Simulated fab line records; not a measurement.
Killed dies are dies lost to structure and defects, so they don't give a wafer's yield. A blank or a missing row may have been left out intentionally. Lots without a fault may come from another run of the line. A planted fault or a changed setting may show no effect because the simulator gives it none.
The tool behind it: which one?	flow gf180mcu	11 lots, 33 wafers sampled, at 4 steps of a route of 602

WHAT EACH GAUGE READ, for each wafer
GF_V3_CD_MEAS_14: target cd 260 nm. Usual: cd_nm at 260.3 nm, with a standard deviation of 1.2.
lot	measured	on	cd_nm (nm)	flag
L736	day 22 10:48	cd_sem-02	260.9 259.6 257.2	
L737	day 22 21:30	cd_sem-01	259.1 258.1 260.5	
L738	day 23 00:54	cd_sem-02	261.8 261.7 262.7	
L746	day 25 22:59	cd_sem-02	259.9 260.1 260.8	
L747	day 26 12:53	cd_sem-02	259.3 259.3 260.2	
L748	day 26 13:34	cd_sem-01	259.1 259.7 260.1	
L749	day 26 21:10	cd_sem-01	259.7 259.2 260.8	
L750	day 27 01:11	cd_sem-02	259.9 260.0 260.7	
L755	day 28 13:22	cd_sem-02	261.9 262.3 261.9	
L756	day 28 21:22	cd_sem-01	260.2 259.7 260.1	
L757	day 29 09:35	cd_sem-01	261.6 261.3 261.8	

GF_V3_THK_MEAS_25: measures by xrf. Usual: V3_W_THK typically reads 349 nm, with standard deviation 5.8.
lot	measured	on	V3_W_THK (nm)	flag
L736	day 22 11:59	film_metro-04	355 347 344	
L737	day 22 22:40	film_metro-03	343 344 352	
L738	day 23 02:03	film_metro-01	360 356 343	
L746	day 26 00:08	film_metro-03	343 350 347	
L747	day 26 14:03	film_metro-04	346 344 355	
L748	day 26 14:43	film_metro-03	340 340 349	
L749	day 26 22:18	film_metro-04	352 360 353	
L750	day 27 02:23	film_metro-03	344 346 349	
L755	day 28 14:37	film_metro-03	340 343 338	
L756	day 28 22:31	film_metro-03	351 348 351	
L757	day 29 10:44	film_metro-01	343 347 346	

GF_V4_THK_MEAS_01. Usual: V4_CVD_00_THK typically reads 600 nm, with standard deviation 6.4.
lot	measured	on	V4_CVD_00_THK (nm)	flag
L736	day 23 14:17	film_metro-04	597 593 591	
L737	day 23 21:57	film_metro-01	602 603 595	
L738	day 24 01:46	film_metro-04	589 596 598	
L746	day 26 23:20	film_metro-04	478 481 601	OFF
L747	day 27 12:11	film_metro-04	590 468 591	OFF
L748	day 27 12:33	film_metro-02	605 602 604	
L749	day 27 19:41	film_metro-04	594 596 606	
L750	day 27 22:56	film_metro-04	607 604 601	
L755	day 29 11:11	film_metro-01	616 612 598	
L756	day 29 19:04	film_metro-04	600 608 595	
L757	day 30 07:08	film_metro-01	605 606 608	

WHICH TOOL RAN EACH LOT (tool, then ch and the chambers of the sampled wafers, then the start)
lot	GF_V4_CVD_00
L736	hdpcvd-01 ch 0,1,2, day 23 14:13
L737	hdpcvd-01 ch 0,2, day 23 21:53
L738	hdpcvd-01 ch 1,2, day 24 01:41
L746	hdpcvd-02 ch 0,2, day 26 23:16
L747	hdpcvd-02 ch 0,1,2, day 27 12:07
L748	hdpcvd-01 ch 0,2, day 27 12:28
L749	hdpcvd-01 ch 1,2, day 27 19:35
L750	hdpcvd-01 ch 0,1,2, day 27 22:52
L755	hdpcvd-01 ch 0,1,2, day 29 11:06
L756	hdpcvd-01 ch 0,1, day 29 18:59
L757	hdpcvd-01 ch 0,1,2, day 30 07:04
- GF_V4_CVD_00: deposits SiO2, target thk 600 nm, time 100 s.

WHAT THE TOOLS THEMSELVES READ (means of the sampled wafers that have a number; where no wafer has one, the mark that the record gives instead)
GF_V4_CVD_00. Usual: sih4_flow_sccm at 60.01 sccm, with a standard deviation of 0.17.
lot	tool	sih4_flow_sccm (sccm)	flag
L736	hdpcvd-01	60.15	
L737	hdpcvd-01	60.01	
L738	hdpcvd-01	59.97	
L746	hdpcvd-02	51.99	OFF
L747	hdpcvd-02	55.95	OFF
L748	hdpcvd-01	59.95	
L749	hdpcvd-01	59.98	
L750	hdpcvd-01	59.99	
L755	hdpcvd-01	59.96	
L756	hdpcvd-01	60.05	
L757	hdpcvd-01	59.98	

THE ANSWER, worked out from the rows above alone
Rule: a lot is off if the mean of its wafers that have a number lies more than 3 standard deviations from the usual mean. A lot without any number at a reading at which 4 lots or more have one is off too. All remaining lots with rows at the step are treated as sound. After the gauges, taken in route order, come the tools' own readings; for these a lot's mean is taken, as printed above. The first step at which some lot is off is used, and at that step the reading that is off furthest; a lot without a number counts as furthest.
Off: L746, L747, at GF_V4_THK_MEAS_01 (V4_CVD_00_THK).
If a tool, at a process step before that reading, ran all the lots that are off and no sound lot after the first of them, it fits. Not tried: the gauges at GF_V4_THK_MEAS_01; whatever is off there is also off at GF_V4_CVD_00, on other tools, and gauge error can't account for it. One fits: GF_V4_CVD_00 on hdpcvd-02. It ran no sound lot before its first lot that is off in this sample, so the start can't be narrowed down.
On the lots that are off, the tool's own readings at GF_V4_CVD_00 differ by more than 5 times the standard deviation of the sound lots' means, which bears it out; sih4_flow_sccm reads 53.97 sccm there versus 60.00 sccm on the sound lots.

WHAT THE SIMULATOR HAD INSERTED
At GF_V4_CVD_00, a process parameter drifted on hdpcvd-02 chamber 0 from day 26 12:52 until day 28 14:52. From 60, the setting sih4_flow_sccm moved by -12. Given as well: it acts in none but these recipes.
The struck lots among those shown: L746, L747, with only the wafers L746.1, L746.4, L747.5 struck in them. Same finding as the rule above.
